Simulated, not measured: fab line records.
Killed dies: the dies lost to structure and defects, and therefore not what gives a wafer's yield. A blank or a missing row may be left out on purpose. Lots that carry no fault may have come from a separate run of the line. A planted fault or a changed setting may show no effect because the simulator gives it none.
Which tool did it? ; flow sky130 ; at 1 step of a route of 708, 24 lots with 72 wafers sampled

WHAT EACH GAUGE READ, for each wafer
SKY_VIA1_RS_MEAS_22: uses a four-point probe to measure.
lot;measured;on;VIA1_W_RS (ohm/sq)
L076;day 34 21:43;film metro-02;0.438 0.433 0.434
L075;day 34 22:01;film metro-04;0.425 0.423 0.426
L074;day 34 22:53;film metro-03;0.433 0.432 0.440
L077;day 34 23:32;film metro-04;0.430 0.436 0.435
L078;day 35 07:52;film metro-04;0.429 0.429 0.429
L079;day 35 17:58;film metro-04;0.432 0.433 0.435
L080;day 36 00:03;film metro-02;0.441 0.440 0.441
L081;day 36 10:30;film metro-04;0.434 0.434 0.432
L082;day 36 21:13;film metro-03;0.431 0.436 0.436
L083;day 37 02:31;film metro-02;0.432 0.436 0.432
L084;day 37 10:05;film metro-04;0.429 0.436 0.430
L085;day 37 11:26;film metro-04;0.429 0.429 0.430
L086;day 37 22:22;film metro-04;0.431 0.433 0.423
L087;day 38 07:53;film metro-04;0.428 0.429 0.434
L088;day 38 15:18;film metro-02;0.427 0.427 0.431
L089;day 38 19:26;film metro-03;0.421 0.424 0.422
L090;day 38 21:17;film metro-03;0.425 0.430 0.432
L093;day 40 15:23;film metro-03;0.431 0.425 0.437
L094;day 40 17:46;film metro-04;0.433 0.434 0.431
L091;day 40 18:54;film metro-02;0.434 0.429 0.426
L095;day 40 20:38;film metro-02;0.430 0.434 0.422
L092;day 40 21:35;film metro-02;0.432 0.425 0.431
L096;day 40 22:11;film metro-03;0.424 0.423 0.421
L097;day 41 03:55;film metro-03;0.430 0.432 0.432

WHICH TOOL RAN EACH LOT (tool, then ch and the chambers of the sampled wafers, then the start)
The record holds no process step before these readings.

AS READ BY THE TOOLS THEMSELVES (means over the sampled wafers that have a number; for cases with no such wafer, the mark the record gives instead)
The record holds no such reading with a usual standard deviation.

THE ANSWER, worked out from the rows above alone
Rule: the lots themselves supply what counts as usual. The widest of any qualifying gaps counts: lots, ordered by their means at a reading, are off when they make up no more than a third of the lots, leave a main group of 4 or more, and stand apart from it by 3 or more times the standard deviation of that group's means. A main group whose means are all the same, to the digits that the tables above print for the reading, isn't used. Also off: a lot with no number at a reading for which 4 or more lots have one. The other lots that the step has rows for count as sound. The gauges are gone through in route order, then the tools' own readings, and for those a lot's mean is taken as printed above. The first step at which some lot is off is used, and at that step the reading that is off furthest; a lot without a number counts as furthest.
Nothing can be told from this: no lot is off at any reading shown.

WHAT THE SIMULATOR PUT IN
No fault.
